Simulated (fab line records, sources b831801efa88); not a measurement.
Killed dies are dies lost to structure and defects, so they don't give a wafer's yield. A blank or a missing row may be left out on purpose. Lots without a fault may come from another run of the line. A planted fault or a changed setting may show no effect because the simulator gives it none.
fab line records | flow sky130
record lots=14 wafers=42 last_day=50
route steps=708 shown LDD_N@250
lots that met no fault: from a run of the same line without faults
start_h: hours from the record's first day to the start of the lot's first wafer shown | wait_h: hours since the lot's step before | " the same as in the row above | L1.1+2: a row that stands for several wafers | - no value, or no start given | * or withheld: withheld | < > ~ a bound
route shown NAME@n: a module of which the file shows steps, and the number in the route of the first | usual: mean/standard deviation of fault-free wafers | same: alike in all rows | chamber/n: place in a boat | sites: the reading at each site | _std_site: their standard deviation | _edge_site: outer sites' mean less inner sites' | radius_mm: how far each site lies from the wafer's centre | mask NAME#n: copy n | behind: the tool/chamber that last shaped the wafer | hold: why the lot was held/for how many hours/how that ended | device: the transistor (n, p or np) that didn't switch | end of line: the same wafers' tests at the end of the route | a step without rows: its recipe alone | killed: dies lost to structure and defects at the first sort, not the wafer's yield | map: a wafer's dies, x killed, . not, _ none there
set.NAME: the setting as run; set.NAME@STEP: as run at that earlier step | model.NAME: the simulator's own value behind a step, which no gauge read
steps of the route over a sample of lots; a table a step, a row a wafer
services: from which hour (start_h, from the record's first day; less than 0 if before it) a tool's chamber was out of use, for how many hours, and why
## steps
# step SKY_LDD_N_IMPLANT_13
# recipe species=BF2 energy_kev=50 dose_cm2=5e+12 tilt_deg=30 rotation_deg=90
# usual dose_ions_cm2=5e+12/5.2e+09 faraday_current_uA=28.2/0.58
# columns lot.wafer tool chamber start_h wait_h dose_ions_cm2 faraday_current_uA
L789.3 implanter-03 0 419.48 0.1 5.004e+12 28.0
L789.4 " 0 " " 4.999e+12 28.0
L789.5 " 0 " " 4.997e+12 28.0
L788.1 implanter-03 0 422.45 0.1 5.007e+12 28.0
L788.2 " 0 " " 4.993e+12 28.4
L788.5 " 0 " " 5.008e+12 28.6
L792.1 implanter-03 0 452.85 0.1 5.004e+12 28.4
L792.2 " 0 " " 4.997e+12 28.0
L792.3 " 0 " " 5.004e+12 28.0
L793.3 implanter-04 0 469.65 0.1 5.002e+12 28.8
L793.4 " 0 " " 5.004e+12 28.3
L793.6 " 0 " " 4.994e+12 27.7
L794.1 implanter-04 0 477.00 0.1 4.999e+12 28.0
L794.4 " 0 " " 5.005e+12 28.4
L794.5 " 0 " " 5.001e+12 28.2
L796.1 implanter-03 0 482.69 0.1 5.001e+12 27.8
L796.2 " 0 " " 5.002e+12 28.0
L796.3 " 0 " " 5e+12 29.4
L797.1 implanter-03 0 499.15 0.1 4.997e+12 27.9
L797.2 " 0 " " 4.994e+12 29.0
L797.6 " 0 " " 5.007e+12 28.1
L798.2 implanter-04 0 516.62 0.1 5.004e+12 28.9
L798.3 " 0 " " 5.01e+12 28.2
L798.4 " 0 " " 5.003e+12 29.5
L800.3 implanter-04 0 521.65 0.1 5.004e+12 28.7
L800.4 " 0 " " 4.992e+12 29.0
L800.6 " 0 " " 5.012e+12 27.4
L801.2 implanter-04 0 538.78 0.1 3.15e+12 17.9
L801.3 " 0 " " 3.148e+12 18.3
L801.4 " 0 " " 3.147e+12 18.0
L803.2 implanter-01 0 546.80 0.1 4.994e+12 28.0
L803.3 " 0 " " 5.005e+12 28.7
L803.6 " 0 " " 4.999e+12 28.7
L802.1 implanter-03 0 547.08 0.1 4.993e+12 27.8
L802.4 " 0 " " 4.995e+12 27.7
L802.5 " 0 " " 4.996e+12 27.9
L805.1 implanter-03 0 560.15 0.1 5.003e+12 27.0
L805.2 " 0 " " 4.997e+12 27.1
L805.4 " 0 " " 4.995e+12 28.7
L806.1 implanter-04 0 566.73 0.1 3.15e+12 17.7
L806.3 " 0 " " 3.148e+12 18.0
L806.6 " 0 " " 3.139e+12 18.0
## services
# columns tool chamber start_h hours kind
implanter-04 - 434.80 4.1 pm
implanter-04 - 458.44 0.7 repair
implanter-01 - 465.65 3.5 repair
implanter-04 - 497.34 2.0 repair
implanter-03 - 529.42 2.9 pm
implanter-03 - 535.05 3.4 repair
implanter-03 - 565.19 2.7 repair
## key
first_sign step=SKY_LDD_N_IMPLANT_13 reading=dose_ions_cm2 direction=down sigmas=99+ usual=* struck=*
effect step=SKY_LDD_N_IMPLANT_13 reading=faraday_current_uA direction=down sigmas=18 usual=28.2 struck=18.0
met_at SKY_LDD_N_IMPLANT_13
struck_lots L801,L806
tester_left_out L801,L806
onset_between 521.65 538.78
fault kind=process_parameter_drift tool=implanter-04 chamber=- onset_h=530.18 steps=SKY_LDD_N_IMPLANT_13 channel=dose_cm2 offset=* shape=step end_h=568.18 acts_in=* stated=*
# tester_left_out: of these lots the tester's yield and bins aren't shown, on N5 and GAA mostly nor the transistor test; their killed dies are dies lost to structure and defects alone, not to doping, threshold or leakage, so they don't give the yield
